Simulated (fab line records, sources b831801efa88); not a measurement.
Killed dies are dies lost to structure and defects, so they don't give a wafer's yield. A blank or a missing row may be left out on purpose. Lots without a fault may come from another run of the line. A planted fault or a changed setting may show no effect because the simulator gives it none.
Split-lot experiment | flow gf180mcu | 5 lots, 23 wafers read, on a route of 602 steps

THE SPLIT
At GF_MIM_COAT_14 (resist thk 1000 nm), the setting spin_rpm was moved away from the recipe's 3000 rpm on 8 of the 23 wafers read, by -3.0% to -2.2%. The other wafers ran this setting at the recipe's value.

The file shows no step between the split and the reading.

THE READING
NOVOLAK_of_MIM_COAT_14.thk_nm (the simulator's own value, which no gauge read), in nm, at GF_MIM_SOFTBAKE_15 (time 60 s). The file gives no usual value for it. The 15 wafers here that ran the recipe average 1001.6 nm, standard deviation 2.1 nm.

wafer  | tool, chamber at the split | spin_rpm as run, rpm | against the recipe | NOVOLAK_of_MIM_COAT_14.thk_nm, nm | against lot-mates on the recipe
L074.1 | litho_track-04, 0          | 3000                 | recipe             | 1004                              | -
L074.6 | litho_track-04, 0          | 3000                 | recipe             | 1004                              | -
L074.2 | litho_track-04, 0          | 3000                 | recipe             | 1003                              | -
L076.1 | litho_track-01, 0          | 3000                 | recipe             | 1004                              | -
L076.2 | litho_track-01, 0          | 2935                 | -2.2%              | 1017                              | +12.5
L076.4 | litho_track-01, 0          | 3000                 | recipe             | 1005                              | -
L076.5 | litho_track-01, 0          | 2935                 | -2.2%              | 1015                              | +10.5
L076.6 | litho_track-01, 0          | 2935                 | -2.2%              | 1019                              | +14.5
L077.1 | litho_track-04, 0          | 2911                 | -3.0%              | 1016                              | +14.0
L077.2 | litho_track-04, 0          | 3000                 | recipe             | 1003                              | -
L077.3 | litho_track-04, 0          | 3000                 | recipe             | 1002                              | -
L077.5 | litho_track-04, 0          | 3000                 | recipe             | 1001                              | -
L077.6 | litho_track-04, 0          | 2911                 | -3.0%              | 1017                              | +15.0
L079.1 | litho_track-04, 0          | 3000                 | recipe             | 998.6                             | -
L079.2 | litho_track-04, 0          | 3000                 | recipe             | 999.2                             | -
L079.3 | litho_track-04, 0          | 3000                 | recipe             | 998.9                             | -
L079.4 | litho_track-04, 0          | 3000                 | recipe             | 1001                              | -
L079.5 | litho_track-04, 0          | 3000                 | recipe             | 1000                              | -
L080.1 | litho_track-01, 0          | 2920                 | -2.7%              | 1015                              | +14.9
L080.2 | litho_track-01, 0          | 2920                 | -2.7%              | 1007                              | +6.9
L080.4 | litho_track-01, 0          | 3000                 | recipe             | 999.3                             | -
L080.5 | litho_track-01, 0          | 2920                 | -2.7%              | 1015                              | +14.9
L080.6 | litho_track-01, 0          | 3000                 | recipe             | 1001                              | -

THE FIT
A straight line over all 23 wafers: NOVOLAK_of_MIM_COAT_14.thk_nm changes by -5.11 nm for each +1% of spin_rpm; r = -0.91; the points scatter about the line by 3.1 nm.
The same after taking each lot's own level away (the mean of its wafers on the recipe; 23 wafers): -4.97 nm for each +1%; r = -0.96; scatter 1.9 nm.
On that fit, the largest move of spin_rpm shifts the reading by 15 nm.
The lots' own levels span 999.54 to 1004.50 nm, that is 2.4 times the standard deviation above.
So the lot-to-lot level changes the slope little: the two slopes agree.
Check: with one of the wafers moved furthest among these (-3.0%) left out of the fit, the line predicts +15 nm for it against its lot-mates. It came out at +14 nm against them.

OTHER SPLITS ON THESE WAFERS
These wafers also went through other splits before the reading. Each is held against what the fit with the lots' levels taken away leaves over:
other split on the same wafers  | wafers away from the commonest value | r with NOVOLAK_of_MIM_COAT_14.thk_nm (lot level and that fit taken away)
GF_M3_SPUTTER_04 power_w        | 8                                    | -0.09
GF_V3_CMP_04 leave_above_ref_nm | 6                                    | -0.26
GF_V3_EXPOSE_11 dose_mj         | 8                                    | +0.12
GF_M4_SPUTTER_02 time_s         | 10                                   | +0.13
GF_M4_SPUTTER_04 power_w        | 9                                    | -0.13

THE WHOLE CHAIN: every reading that the file lists as answering this split, in the file's order
step               | what it does       | reading                                                                        | change (the file's fit)              | r (the file's)
GF_MIM_COAT_14     | resist thk 1000 nm | NOVOLAK_of_MIM_COAT_14.thk_nm (the simulator's own value, which no gauge read) | -5.07 nm for each +1% of the setting | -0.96
GF_MIM_SOFTBAKE_15 | time 60 s          | NOVOLAK_of_MIM_COAT_14.thk_nm (the simulator's own value, which no gauge read) | -5.02 nm for each +1% of the setting | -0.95
GF_MIM_STRIP_20    | strips in O2/N2    | strip_time_to_endpoint_s                                                       | withheld for each +1% of the setting | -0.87

THE FILE'S OWN FIT
NOVOLAK_of_MIM_COAT_14.thk_nm changes by -5.02 nm for each +1% of spin_rpm, r = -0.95.
